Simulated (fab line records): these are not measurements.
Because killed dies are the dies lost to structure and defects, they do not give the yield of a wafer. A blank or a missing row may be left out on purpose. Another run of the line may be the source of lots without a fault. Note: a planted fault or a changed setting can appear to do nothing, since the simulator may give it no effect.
fab line records    flow sky130
[record] lots = 6  wafers = 18  last-day = 50
route steps=708 shown METAL5@671 PASSIVATION@681 PAD_OPEN@694
lots with no fault: from the same line, run without faults
start-h: start of the lot's first displayed wafer, in hours after the record's first day    wait-h: hours since the lot's step before    " repeats the value in the row above    L1.1+2: a row that stands for several wafers    - no value, or no start given    * or withheld: withheld    < > ~ a bound
route shown NAME@n: NAME is a module with steps in the file, n the number in the route of the first one    usual: the fault-free wafers' mean and standard deviation    same: alike in all rows    chamber/n: place in a boat    sites: the reading at each site    _std_site: the standard deviation of these    _edge_site: the outer-site mean with the inner-site mean subtracted    radius-mm: for every site, how far away it sits from the centre of the wafer    mask NAME#n: copy n    behind: the last tool/chamber to shape the wafer    hold: cause of the lot's hold/its duration in hours/its outcome    device: which transistor (n, p or np) failed to switch    end of line: tests run on the same wafers once the route is complete    step lacking rows: just its recipe    killed: not the wafer's yield, but the dies lost to structure and defects at the first sort    map: a wafer's dies, x killed, . not, _ none there
set.NAME: setting as actually run; set.NAME@STEP: the setting as run at that earlier step    model.NAME: the simulator's own value behind a step, which no gauge read
lots at selected steps of the route; one table per step, one row per wafer
services: the hour from which a tool's chamber was out of use, counted from the record's first day as start-h (under 0 if before that day), plus the number of hours and why
[[steps]]
[step SKY_METAL5_SOFTBAKE_10]
[recipe] temp-c = 90  time-s = 60  resist = NOVOLAK
[step SKY_METAL5_EXPOSE_11]
[recipe] mask-id = MM5  na = 0.6  source-shape = conventional  sigma-outer = 0.6  polarization = unpolarized  target-cd-nm = 1600  dose-mj = 190
[step SKY_METAL5_PEB_12]
[recipe] temp-c = withheld  time-s = *  resist = NOVOLAK
[step SKY_METAL5_DEVELOP_13]
[recipe] resist = NOVOLAK  developer = TMAH  develop-time-s = 60  dev-temp-c = 23
[step SKY_METAL5_DESCUM_14]
[recipe] chemistry = O2  source-power-w = 150  bias-power-w = 0  pressure-mtorr = 10  temp-c = 40  time-s = 11
[usual] drypump-motor-current-A = 5.80/0.26  oes-product-au = 1.000/0.0092
lot.wafer  tool          chamber  start-h  wait-h  drypump-motor-current-A  oes-product-au  rf-hours-counter-h
L219.4     rie-metal-01  1        1056.24  0.1     5.67                     0.992           -
L219.5     "             1        "        "       5.68                     0.998           -
L219.6     "             0        "        "       5.43                     0.995           -
L223.1     rie-metal-01  0        1075.62  0.1     5.47                     1.002           20
L223.4     "             0        "        "       5.46                     1.003           -
L223.6     "             0        "        "       5.44                     0.995           -
L232.3     rie-metal-02  0        1125.59  0.1     6.21                     1.003           -
L232.5     "             1        "        "       5.51                     1.018           -
L232.6     "             0        "        "       6.24                     0.997           -
L233.2     rie-metal-03  0        1128.56  0.1     5.88                     0.985           19
L233.4     "             1        "        "       5.82                     0.985           -
L233.6     "             0        "        "       5.90                     0.994           -
L238.1     rie-metal-02  0        1163.06  0.1     6.23                     0.987           18
L238.4     "             0        "        "       6.20                     1.009           -
L238.5     "             0        "        "       6.21                     1.000           -
L237.1     rie-metal-02  1        1168.95  0.1     5.50                     1.009           16
L237.2     "             0        "        "       6.21                     0.989           19
L237.4     "             0        "        "       6.23                     0.981           -
[step SKY_METAL5_METAL_ETCH_15]
[recipe] target-depth-a = 12600  stop-on = SiO2  over-etch-frac = 0.2  time-s = 252  chemistry = Cl2/BCl3  resist-sidewall-deg = 86  pressure-mtorr = 10  icp-w = 900  bias-w = 48.5  Cl2_flow_sccm = 60  bcl3-flow-sccm = 30
[usual] drypump-motor-current-A = 5.80/0.27  oes-product-au = 0.894/0.0055  throttle-valve-pct = 22.264/0.0096
lot.wafer  tool          chamber  start-h  wait-h  drypump-motor-current-A  oes-product-au  rf-hours-counter-h  throttle-valve-pct
L219.4     rie-metal-01  1        1056.34  0.1     5.68                     0.888           -                   22.269
L219.5     "             1        "        "       5.70                     0.899           -                   22.258
L219.6     "             0        "        "       5.46                     0.894           -                   22.275
L223.1     rie-metal-01  0        1075.69  0.1     5.47                     0.886           20                  22.264
L223.4     "             0        "        "       5.47                     0.888           -                   22.261
L223.6     "             0        "        "       5.46                     0.903           -                   22.259
L232.3     rie-metal-02  0        1125.69  0.1     6.24                     0.903           -                   22.269
L232.5     "             1        "        "       5.50                     0.899           -                   22.269
L232.6     "             0        "        "       6.23                     0.896           -                   22.249
L233.2     rie-metal-03  0        1128.60  0.0     5.89                     0.894           19                  22.284
L233.4     "             1        "        "       5.84                     0.885           -                   22.271
L233.6     "             0        "        "       5.80                     0.905           -                   22.283
L238.1     rie-metal-02  0        1163.10  0.0     6.22                     0.896           18                  22.267
L238.4     "             0        "        "       6.21                     0.888           -                   22.258
L238.5     "             0        "        "       6.22                     0.893           -                   22.258
L237.1     rie-metal-02  1        1168.99  0.0     5.51                     0.892           16                  22.259
L237.2     "             0        "        "       6.23                     0.892           19                  22.268
L237.4     "             0        "        "       6.20                     0.894           -                   22.239
[step SKY_METAL5_STRIP_16]
[recipe] chemistry = O2/N2  power-w = 1400  pressure-mtorr = 1500  platen-temp-c = withheld  o2-flow-sccm = 3000  n2-flow-sccm = 300  overash-fraction = 0.5
[usual] drypump-motor-current-A = 5.86/0.17  o2-flow-sccm = 2999/8.7  oes-product-au = 0.710/0.0049  strip-time-to-endpoint-s = 13.06/0.12
lot.wafer  tool             chamber  start-h  wait-h  drypump-motor-current-A  o2-flow-sccm  oes-product-au  rf-hours-counter-h  strip-time-to-endpoint-s
L219.4     plasma-asher-02  0        1056.53  0.1     5.68                     3012          0.713           -                   13.22
L219.5     "                1        "        "       5.89                     3010          0.710           -                   13.07
L219.6     "                0        "        "       5.68                     3003          0.713           -                   13.18
L223.1     plasma-asher-02  1        1076.16  0.4     5.86                     3000          0.710           33                  12.95
L223.4     "                0        "        "       5.70                     2999          0.711           -                   12.95
L223.6     "                1        "        "       5.87                     3003          0.707           -                   13.00
L232.3     plasma-asher-04  0        1125.88  0.1     5.92                     3006          0.709           -                   13.16
L232.5     "                1        "        "       5.92                     2987          0.713           -                   13.00
L232.6     "                0        "        "       5.89                     2999          0.706           -                   13.14
L233.2     plasma-asher-02  0        1128.83  0.2     5.68                     2991          0.708           38                  13.14
L233.4     "                0        "        "       5.70                     3001          0.717           -                   13.02
L233.6     "                0        "        "       5.70                     3000          0.708           -                   13.23
L238.1     plasma-asher-04  1        1163.33  0.2     5.92                     2993          0.722           102                 13.14
L238.4     "                0        "        "       5.95                     2995          0.706           -                   13.07
L238.5     "                1        "        "       5.92                     2997          0.718           -                   13.25
L237.1     plasma-asher-04  0        1169.22  0.2     5.93                     3005          0.706           102                 12.90
L237.2     "                1        "        "       5.91                     3011          0.707           102                 13.15
L237.4     "                1        "        "       5.92                     3009          0.715           -                   13.21
[step SKY_METAL5_STRIP_17]
[recipe] chemistry = post-etch-residue-remover  time-s = 1200  temp-c = 72.5
[step SKY_METAL5_CLEAN_18]
[recipe] chemistry = IPA  time-s = 180  temp-c = 25
[step SKY_METAL5_CLEAN_19]
[recipe] chemistry = O3/DIW  dry = n2-spin
[step SKY_PASSIVATION_CVD_00]
[recipe] material = SiO2  target-thk-nm = 90  temp-c = 400  time-s = withheld  rf-w = 600
[usual] heater-power-w = 679/92
lot.wafer  tool      chamber  start-h  wait-h  heater-power-w
L219.4     pecvd-01  1        1057.14  0.0     543
L219.5     "         0        "        "       671
L219.6     "         2        "        "       700
L223.1     pecvd-04  2        1076.75  0.0     788
L223.4     "         2        "        "       791
L223.6     "         0        "        "       668
L232.3     pecvd-01  0        1126.47  0.0     758
L232.5     "         1        "        "       587
L232.6     "         2        "        "       618
L233.2     pecvd-01  0        1129.42  0.0     717
L233.4     "         0        "        "       701
L233.6     "         2        "        "       705
L238.1     pecvd-03  0        1163.93  0.0     651
L238.4     "         1        "        "       478
L238.5     "         0        "        "       668
L237.1     pecvd-01  2        1169.81  0.0     703
L237.2     "         0        "        "       750
L237.4     "         0        "        "       783
[step SKY_PASSIVATION_THK_MEAS_01]
[recipe] reads = SiO2_of_PASSIVATION_CVD_00
[usual] PASSIVATION_CVD_00_THK = 90.3/1.1
lot.wafer  tool           chamber  start-h  wait-h  PASSIVATION_CVD_00_THK[nm]
L219.4     film-metro-01  -        1057.18  -       89.8
L219.5     "              -        "        "       90.4
L219.6     "              -        "        "       90.6
L223.1     film-metro-03  -        1076.78  -       90.0
L223.4     "              -        "        "       91.4
L223.6     "              -        "        "       92.0
L232.3     film-metro-02  -        1126.51  -       90.1
L232.5     "              -        "        "       89.8
L232.6     "              -        "        "       90.2
L233.2     film-metro-02  -        1129.46  -       89.3
L233.4     "              -        "        "       89.8
L233.6     "              -        "        "       90.5
L238.1     film-metro-03  -        1163.95  -       89.4
L238.4     "              -        "        "       90.2
L238.5     "              -        "        "       90.8
L237.1     film-metro-03  -        1169.83  -       89.1
L237.2     "              -        "        "       89.5
L237.4     "              -        "        "       90.4
[step SKY_PASSIVATION_CVD_02]
[recipe] material = Si3N4  target-thk-nm = 540  temp-c = 400  time-s = withheld  rf-w = 450
[usual] heater-power-w = 745/88
lot.wafer  tool      chamber  start-h  wait-h  heater-power-w  model.Si3N4_of_PASSIVATION_CVD_02.thk-nm
L219.4     pecvd-03  0        1057.32  0.1     746             546.9
L219.5     "         1        "        "       631             552.5
L219.6     "         2        "        "       949             550.8
L223.1     pecvd-01  0        1076.84  0.1     730             535.3
L223.4     "         0        "        "       758             552.2
L223.6     "         2        "        "       803             545.1
L232.3     pecvd-03  2        1126.55  0.0     806             210.2
L232.5     "         0        "        "       731             205.3
L232.6     "         1        "        "       663             214.5
L233.2     pecvd-04  0        1129.51  0.0     715             533.5
L233.4     "         2        "        "       820             544
L233.6     "         0        "        "       728             543.2
L238.1     pecvd-04  2        1164.01  0.1     869             524.6
L238.4     "         1        "        "       774             527.1
L238.5     "         2        "        "       890             537.3
L237.1     pecvd-03  0        1169.89  0.1     737             203.1
L237.2     "         1        "        "       625             209.1
L237.4     "         2        "        "       820             203.9
[step SKY_PASSIVATION_THK_MEAS_03]
[recipe] reads = Si3N4_of_PASSIVATION_CVD_02
[usual] PASSIVATION_CVD_02_THK = 536/7.1
lot.wafer  tool           chamber  start-h  wait-h  PASSIVATION_CVD_02_THK[nm]
L219.4     film-metro-02  -        1057.46  -       547
L219.5     "              -        "        "       552
L219.6     "              -        "        "       551
L223.1     film-metro-01  -        1077.06  -       536
L223.4     "              -        "        "       553
L223.6     "              -        "        "       545
L232.3     film-metro-03  -        1126.79  -       210
L232.5     "              -        "        "       205
L232.6     "              -        "        "       214
L233.2     film-metro-01  -        1129.74  -       533
L233.4     "              -        "        "       543
L233.6     "              -        "        "       543
L238.1     film-metro-01  -        1164.24  -       524
L238.4     "              -        "        "       527
L238.5     "              -        "        "       537
L237.1     film-metro-03  -        1170.12  -       203
L237.2     "              -        "        "       209
L237.4     "              -        "        "       204
[step SKY_PASSIVATION_DEHYDRATE_04]
[recipe] temp-c = 200  time-s = 60
[step SKY_PASSIVATION_HMDS_05]
[recipe] prime-time-s = 60  prime-temp-c = 120
[step SKY_PASSIVATION_COAT_06]
[recipe] spin-rpm = 2000  resist-thk-nm = 3000
[step SKY_PASSIVATION_SOFTBAKE_07]
[recipe] temp-c = 110  time-s = withheld
[step SKY_PASSIVATION_EXPOSE_08]
[recipe] mask-id = NSM  target-cd-nm = 3000  na = 0.57  dose-mj = 260
[step SKY_PASSIVATION_PEB_09]
[recipe] temp-c = 115  time-s = withheld
[step SKY_PASSIVATION_DEVELOP_10]
[recipe] develop-time-s = 60  dev-temp-c = 23
[step SKY_PASSIVATION_ETCH_11]
[recipe] chemistry = CF4/O2  target-depth-nm = 725  stop-on = AlCu  source-w = 800  bias-w = 150  pressure-mtorr = 150  cf4-flow-sccm = 80  O2_flow_sccm = 10  time-s = 161.1
[usual] drypump-motor-current-A = 5.7/0.41  oes-product-au = 0.975/0.0077  throttle-valve-pct = 5.965/0.0088
lot.wafer  tool         chamber  start-h  wait-h  drypump-motor-current-A  oes-product-au  rf-hours-counter-h  throttle-valve-pct  model.PASSIVATION.feature-depth-nm  model.etch.depth-nm
L219.4     rie-diel-01  1        1079.01  -       5.5                      0.982           18                  5.955               710.9                               710.9
L219.5     "            2        "        "       5.3                      0.988           -                   5.967               717.3                               717.3
L219.6     "            3        "        "       6.3                      0.988           -                   5.961               715.2                               715.2
L223.1     rie-diel-01  2        1096.05  -       5.3                      0.977           21                  5.965               700.6                               700.6
L223.4     "            3        "        "       6.3                      0.999           29                  5.975               719.2                               719.2
L223.6     "            1        "        "       5.5                      0.981           -                   5.964               712.4                               712.4
L232.3     rie-diel-01  0        1145.49  -       5.8                      0.697           26                  5.881               373.9                               373.9
L232.5     "            2        "        "       5.3                      0.703           -                   5.893               368.9                               368.9
L232.6     "            0        "        "       5.8                      0.704           -                   5.883               379.1                               379.1
L233.2     rie-diel-03  1        1148.39  -       6.0                      0.972           14                  5.968               697                                 697
L233.4     "            0        "        "       5.3                      0.972           3                   5.945               707.6                               707.6
L233.6     "            3        "        "       5.5                      0.981           -                   5.950               708.8                               708.8
L238.1     rie-diel-02  1        1180.21  -       6.5                      0.968           26                  5.953               687.9                               687.9
L238.4     "            3        "        "       4.8                      0.969           31                  5.970               691.8                               691.8
L238.5     "            1        "        "       6.4                      0.976           -                   5.969               703.5                               703.5
L237.1     rie-diel-01  0        1185.50  -       5.8                      0.697           27                  5.882               367.3                               367.3
L237.2     "            2        "        "       5.3                      0.690           25                  5.890               372.4                               372.4
L237.4     "            1        "        "       5.5                      0.701           -                   5.890               368.4                               368.4
[step SKY_PASSIVATION_STRIP_12]
[recipe] chemistry = O2/N2  power-w = 1400  pressure-mtorr = 1500  platen-temp-c = withheld  overash-fraction = 0.7  o2-flow-sccm = 3000  n2-flow-sccm = 300
[usual] drypump-motor-current-A = 5.85/0.2  o2-flow-sccm = 3001/9.9  oes-product-au = 0.661/0.0047  strip-time-to-endpoint-s = 31.56/0.16
lot.wafer  tool             chamber  start-h  wait-h  drypump-motor-current-A  o2-flow-sccm  oes-product-au  rf-hours-counter-h  strip-time-to-endpoint-s
L219.4     plasma-asher-04  1        1079.15  0.1     5.93                     2983          0.657           -                   31.28
L219.5     "                0        "        "       5.91                     2991          0.662           -                   31.32
L219.6     "                1        "        "       5.95                     2990          0.659           -                   31.32
L223.1     plasma-asher-03  0        1096.16  0.1     5.63                     3004          0.654           3                   31.56
L223.4     "                1        "        "       6.26                     2996          0.659           -                   31.44
L223.6     "                0        "        "       5.62                     2989          0.655           -                   31.53
L232.3     plasma-asher-03  0        1145.63  0.1     5.63                     2995          0.660           -                   31.67
L232.5     "                0        "        "       5.58                     2993          0.659           -                   31.59
L232.6     "                1        "        "       6.26                     2999          0.664           -                   31.73
L233.2     plasma-asher-04  0        1148.50  0.1     5.88                     2998          0.664           100                 31.63
L233.4     "                0        "        "       5.89                     2998          0.656           -                   31.85
L233.6     "                0        "        "       5.91                     3009          0.668           -                   31.69
L238.1     plasma-asher-01  0        1180.32  0.1     5.60                     2994          0.663           72                  31.71
L238.4     "                1        "        "       5.78                     3005          0.662           -                   31.54
L238.5     "                1        "        "       5.72                     2998          0.665           -                   31.65
L237.1     plasma-asher-04  1        1185.60  0.1     5.90                     3012          0.659           104                 31.70
L237.2     "                0        "        "       5.95                     3007          0.662           104                 31.43
L237.4     "                0        "        "       5.92                     3003          0.663           -                   31.52
[step SKY_PAD_OPEN_DEHYDRATE_00]
[recipe] temp-c = 200  time-s = 60
[step SKY_PAD_OPEN_HMDS_01]
[recipe] prime-time-s = 60  prime-temp-c = 120
[step SKY_PAD_OPEN_COAT_02]
[recipe] spin-rpm = 2000  resist-thk-nm = 3000
[step SKY_PAD_OPEN_SOFTBAKE_03]
[recipe] temp-c = 110  time-s = withheld
[step SKY_PAD_OPEN_EXPOSE_04]
[recipe] mask-id = PDM  target-cd-nm = 60000  na = 0.57  dose-mj = 260
[step SKY_PAD_OPEN_PEB_05]
[recipe] temp-c = 115  time-s = withheld
[step SKY_PAD_OPEN_DEVELOP_06]
[recipe] develop-time-s = 60  dev-temp-c = 23
[step SKY_PAD_OPEN_ETCH_07]
[recipe] chemistry = CF4/O2  target-depth-nm = 725  stop-on = AlCu  source-w = 800  bias-w = 150  pressure-mtorr = 150  cf4-flow-sccm = 80  O2_flow_sccm = 10  time-s = 161.1
[usual] drypump-motor-current-A = 5.6/0.42  oes-product-au = 0.974/0.0077  throttle-valve-pct = 5.963/0.0098
lot.wafer  tool         chamber  start-h  wait-h  drypump-motor-current-A  oes-product-au  rf-hours-counter-h  throttle-valve-pct  model.PAD_OPEN.feature-depth-nm  model.etch.depth-nm
L219.4     rie-diel-04  2        1099.19  -       5.7                      0.975           18                  5.961               710.9                            710.9
L219.5     "            2        "        "       5.7                      0.993           -                   5.977               717.3                            717.3
L219.6     "            1        "        "       5.6                      0.986           -                   5.953               715.2                            715.2
L223.1     rie-diel-04  2        1116.31  -       5.7                      0.970           19                  5.960               700.6                            700.6
L223.4     "            3        "        "       5.3                      0.989           12                  5.972               719.2                            719.2
L223.6     "            0        "        "       5.9                      0.989           -                   5.958               712.4                            712.4
L232.3     rie-diel-01  0        1162.33  -       5.8                      0.697           26                  5.888               373.9                            373.9
L232.5     "            3        "        "       6.3                      0.691           -                   5.889               368.9                            368.9
L232.6     "            0        "        "       5.8                      0.703           -                   5.898               379.1                            379.1
L233.2     rie-diel-04  0        1166.23  -       5.8                      0.975           19                  5.966               697                              697
L233.4     "            1        "        "       5.6                      0.975           14                  5.960               708.2                            708.2
L233.6     "            0        "        "       5.9                      0.976           -                   5.970               708.8                            708.8
L238.1     rie-diel-01  2        1196.20  -       5.3                      0.956           25                  5.957               687.9                            687.9
L238.4     "            1        "        "       5.5                      0.969           -                   5.966               691.8                            691.8
L238.5     "            2        "        "       5.3                      0.979           -                   5.954               703.5                            703.5
L237.1     rie-diel-02  3        1200.75  -       4.8                      0.688           32                  5.890               367.3                            367.3
L237.2     "            2        "        "       5.8                      0.691           31                  5.895               372.4                            372.4
L237.4     "            1        "        "       6.4                      0.693           26                  5.868               368.4                            368.4
[step SKY_PAD_OPEN_STRIP_08]
[recipe] chemistry = O2/N2  power-w = 1400  pressure-mtorr = 1500  platen-temp-c = withheld  overash-fraction = 0.7  o2-flow-sccm = 3000  n2-flow-sccm = 300
[step SKY_PAD_OPEN_STRIP_09]
[recipe] chemistry = post-etch-residue-remover  time-s = 1200  temp-c = 72.5
lot.wafer  tool          chamber  start-h  wait-h  model.Si3N4_of_PASSIVATION_CVD_02.thk-nm
L219.4     wet-bench-01  0        1099.42  0.1     546.5
L219.5     "             0        "        "       552.2
L219.6     "             0        "        "       550.5
L223.1     wet-bench-01  0        1116.52  0.1     534.9
L223.4     "             0        "        "       551.9
L223.6     "             0        "        "       544.8
L232.3     wet-bench-01  0        1162.56  0.1     209.9
L232.5     "             0        "        "       205
L232.6     "             0        "        "       214.1
L233.2     wet-bench-03  2        1166.43  0.1     533.1
L233.4     "             2        "        "       543.6
L233.6     "             2        "        "       542.8
L238.1     wet-bench-02  3        1196.45  0.1     524.2
L238.4     "             3        "        "       526.7
L238.5     "             3        "        "       536.9
L237.1     wet-bench-02  2        1200.95  0.1     202.8
L237.2     "             2        "        "       208.7
L237.4     "             2        "        "       203.6
[step SKY_PAD_OPEN_CLEAN_10]
[recipe] chemistry = IPA  time-s = 180  temp-c = 25
[step SKY_PAD_OPEN_PROBE_99]
[usual] defect-limited-yield = 82.5/2.1  killed_at_M0_to_M3 = 43/7.7  killed_at_M4_up = 2.9/1.9  killed-at-contacts = 24/5.9  killed-at-front-end = 16/5.1  killed-at-other = 0.3/0.63  killed-dies = 86/10  killed-open = 47/7.6  killed-short = 39/6.8  sort_bin_3_pad_short = 0.8/0.44  sort_bin_5_function = 10.4/1.6  sort_bin_6_memory = 6.3/1.1  sort-n-pass = 406/10  sort-yield-pct = 82.5/2.1
[same] gross-dies = 492  killed-at-back-side = 0  sort_bin_4_leakage[%] = 0  sort_bin_8_speed[%] = 0
lot.wafer  tool       chamber  start-h  wait-h  defect-limited-yield[%]  killed_at_M0_to_M3  killed_at_M4_up  killed-at-contacts  killed-at-front-end  killed-at-other  killed-dies  killed-open  killed-short  sort_bin_3_pad_short[%]  sort_bin_5_function[%]  sort_bin_6_memory[%]  sort-n-pass  sort-yield-pct[%]
L219.4     prober-01  -        1101.69  0.2     83.3                     38                  7                21                  15                   1                82           42           40            0.6                      10.8                    5.3                   410          83.3
L219.5     prober-01  -        1101.74  0.2     84.8                     45                  4                14                  12                   0                75           38           37            0.8                      9.3                     5.1                   417          84.8
L219.6     prober-01  -        1101.79  0.2     84.1                     40                  3                25                  9                    1                78           30           48            1.4                      8.5                     5.9                   414          84.1
L223.1     prober-01  -        1119.10  0.1     82.3                     50                  2                26                  9                    0                87           50           37            1.2                      11.2                    5.3                   405          82.3
L223.4     prober-01  -        1119.25  0.2     85.0                     30                  3                25                  16                   0                74           38           36            1.0                      8.7                     5.3                   418          85.0
L223.6     prober-01  -        1119.35  0.2     80.3                     49                  3                20                  25                   0                97           53           44            2.0                      9.8                     7.9                   395          80.3
L232.3     prober-02  -        1164.77  0.2     81.1                     47                  0                26                  20                   0                93           45           48            0.4                      12.0                    6.5                   399          81.1
L232.5     prober-02  -        1164.87  0.2     84.3                     35                  4                24                  14                   0                77           38           38            0.2                      8.7                     6.7                   415          84.3
L232.6     prober-02  -        1164.92  0.2     80.3                     44                  5                27                  21                   0                97           56           40            1.0                      10.8                    7.9                   395          80.3
L233.2     prober-01  -        1168.59  0.1     85.0                     41                  4                17                  10                   2                74           36           37            0.6                      7.9                     6.5                   418          85.0
L233.4     prober-01  -        1168.69  0.2     83.7                     32                  2                25                  19                   2                80           49           31            0.8                      9.1                     6.3                   412          83.7
L233.6     prober-01  -        1168.79  0.2     82.9                     42                  1                27                  13                   1                84           45           38            1.0                      10.2                    5.9                   408          82.9
// killed by level:class
L219.4 VIA1:geometric-particle:open=10 METAL1:geometric-particle:short=9 CONTACT:geometric-particle:open=8 VIA2:geometric-particle:open=6 METAL4:geometric-particle:short=6 LI_CONTACT:geometric-particle:open=5 LOCAL_INTERCONNECT:geometric-particle:short=5 FIELD_ISO:geometric-particle:open=4
L219.5 VIA2:geometric-particle:open=10 CONTACT:geometric-particle:open=6 VIA1:geometric-particle:open=6 METAL1:geometric-particle:short=5 VIA3:geometric-particle:short=5 FIELD_ISO:geometric-particle:short=4 METAL2:geometric-particle:short=4 VIA2:geometric-particle:short=4
L219.6 LOCAL_INTERCONNECT:geometric-particle:short=7 VIA1:geometric-particle:open=7 VIA1:geometric-particle:short=6 LI_CONTACT:geometric-particle:open=5 LI_CONTACT:geometric-particle:short=5 METAL1:geometric-particle:short=5 METAL2:geometric-particle:short=5 METAL3:geometric-particle:short=4
L223.1 VIA1:geometric-particle:open=14 CONTACT:geometric-particle:open=8 LI_CONTACT:geometric-particle:open=6 LOCAL_INTERCONNECT:geometric-particle:short=6 METAL1:geometric-particle:short=6 VIA1:geometric-particle:short=6 VIA2:geometric-particle:open=6 METAL2:geometric-particle:short=5
L223.4 CONTACT:geometric-particle:open=10 METAL1:geometric-particle:short=6 VIA3:geometric-particle:open=6 VIA1:geometric-particle:open=5 LI_CONTACT:geometric-particle:short=5 FIELD_ISO:geometric-particle:short=4 LI_CONTACT:geometric-particle:open=4 LOCAL_INTERCONNECT:geometric-particle:short=4
L223.6 VIA3:geometric-particle:open=11 METAL2:geometric-particle:short=9 FIELD_ISO:geometric-particle:open=8 LI_CONTACT:geometric-particle:open=8 CONTACT:geometric-particle:open=8 VIA1:geometric-particle:open=6 METAL1:geometric-particle:short=5 VIA2:geometric-particle:open=5
L232.3 VIA1:geometric-particle:open=11 LI_CONTACT:geometric-particle:open=9 CONTACT:geometric-particle:open=6 METAL2:geometric-particle:short=6 VIA2:geometric-particle:open=6 FIELD_ISO:geometric-particle:short=5 FIELD_ISO:geometric-particle:open=5 VIA1:geometric-particle:short=5
L232.5 VIA1:geometric-particle:open=11 CONTACT:geometric-particle:open=8 METAL2:geometric-particle:short=6 LI_CONTACT:geometric-particle:open=5 VIA2:geometric-particle:open=5 FIELD_ISO:geometric-particle:short=4 LI_CONTACT:geometric-particle:short=4 CONTACT:geometric-particle:short=4
L232.6 VIA1:geometric-particle:open=18 CONTACT:geometric-particle:open=9 FIELD_ISO:geometric-particle:short=7 VIA3:geometric-particle:open=7 VIA2:geometric-particle:open=6 CONTACT:geometric-particle:short=5 POLY_GATE:geometric-particle:open=5 LI_CONTACT:geometric-particle:open=5
L233.2 VIA1:geometric-particle:open=10 METAL1:geometric-particle:short=7 VIA3:geometric-particle:open=6 FIELD_ISO:geometric-particle:open=5 METAL3:geometric-particle:short=4 CONTACT:geometric-particle:open=4 VIA2:geometric-particle:open=4 METAL4:geometric-particle:short=4
L233.4 CONTACT:geometric-particle:open=10 VIA2:geometric-particle:open=8 VIA1:geometric-particle:open=6 FIELD_ISO:geometric-particle:short=5 POLY_GATE:geometric-particle:open=5 VIA3:geometric-particle:open=5 FIELD_ISO:geometric-particle:open=4 LOCAL_INTERCONNECT:geometric-particle:open=4
L233.6 CONTACT:geometric-particle:open=13 VIA1:geometric-particle:open=12 VIA1:geometric-particle:short=6 CONTACT:geometric-particle:short=5 VIA2:geometric-particle:open=5 VIA3:geometric-particle:open=5 FIELD_ISO:geometric-particle:open=4 POLY_GATE:geometric-particle:short=4
[[services]]
tool             chamber  start-h  hours  kind
pecvd-03         0        1033.81  4.5    repair
rie-diel-02      0        1040.57  7.0    repair
plasma-asher-03  -        1055.25  9.0    pm
plasma-asher-03  -        1059.56  2.2    repair
wet-bench-01     -        1071.46  1.3    repair
rie-metal-01     1        1073.48  10.3   repair
rie-diel-03      0        1076.08  3.4    repair
rie-diel-02      1        1084.16  49.7   repair
pecvd-01         -        1086.20  0.3    repair
plasma-asher-03  -        1105.10  1.2    repair
rie-diel-03      3        1113.51  6.5    repair
plasma-asher-03  -        1119.48  19.4   repair
rie-metal-01     -        1131.55  15.6   pm
rie-diel-01      1        1137.38  10.6   repair
plasma-asher-01  -        1144.01  3.3    repair
rie-diel-01      0        1146.34  7.1    repair
pecvd-01         0        1150.00  1.8    repair
pecvd-04         -        1160.42  1.0    repair
rie-metal-02     -        1161.78  1.1    repair
rie-diel-02      0        1169.68  7.3    repair
rie-diel-01      3        1181.08  -      clean
rie-diel-01      3        1181.08  -      consumable-replace:focus-ring
wet-bench-01     -        1187.21  6.6    repair
rie-diel-03      2        1188.18  4.3    repair
[[key]]
[first-sign] step = SKY_PASSIVATION_THK_MEAS_03  reading = PASSIVATION_CVD_02_THK  direction = down  sigmas = 46  usual = 536  struck = 208
[effect] step = SKY_PASSIVATION_ETCH_11  reading = oes-product-au  direction = down  sigmas = 36  usual = 0.975  struck = 0.699
[effect] step = SKY_PAD_OPEN_ETCH_07  reading = oes-product-au  direction = down  sigmas = 37  usual = 0.974  struck = 0.694
[model-effect] step = SKY_PASSIVATION_CVD_02  value = Si3N4_of_PASSIVATION_CVD_02.thk-nm  without = 534.5  struck = 207.7
[model-effect] step = SKY_PASSIVATION_ETCH_11  value = PASSIVATION.feature-depth-nm  without = 698.5  struck = 371.7
[model-effect] step = SKY_PAD_OPEN_ETCH_07  value = PAD_OPEN.feature-depth-nm  without = 698.5  struck = 371.7
[model-effect] step = SKY_PAD_OPEN_STRIP_09  value = Si3N4_of_PASSIVATION_CVD_02.thk-nm  without = 534.2  struck = 207.3
met-at SKY_PASSIVATION_CVD_02
struck-wafers L232.3,L232.5,L232.6,L237.1,L237.2,L237.4
onset-between 1057.32 1126.55
[fault] kind = process-parameter-drift  tool = pecvd-03  chamber = -  onset-h = 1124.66  steps = SKY_PASSIVATION_CVD_02  channel = target-thk-nm  offset = -326.84  shape = step  end-h = 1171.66  acts-in = these-recipes-only  stated = 540
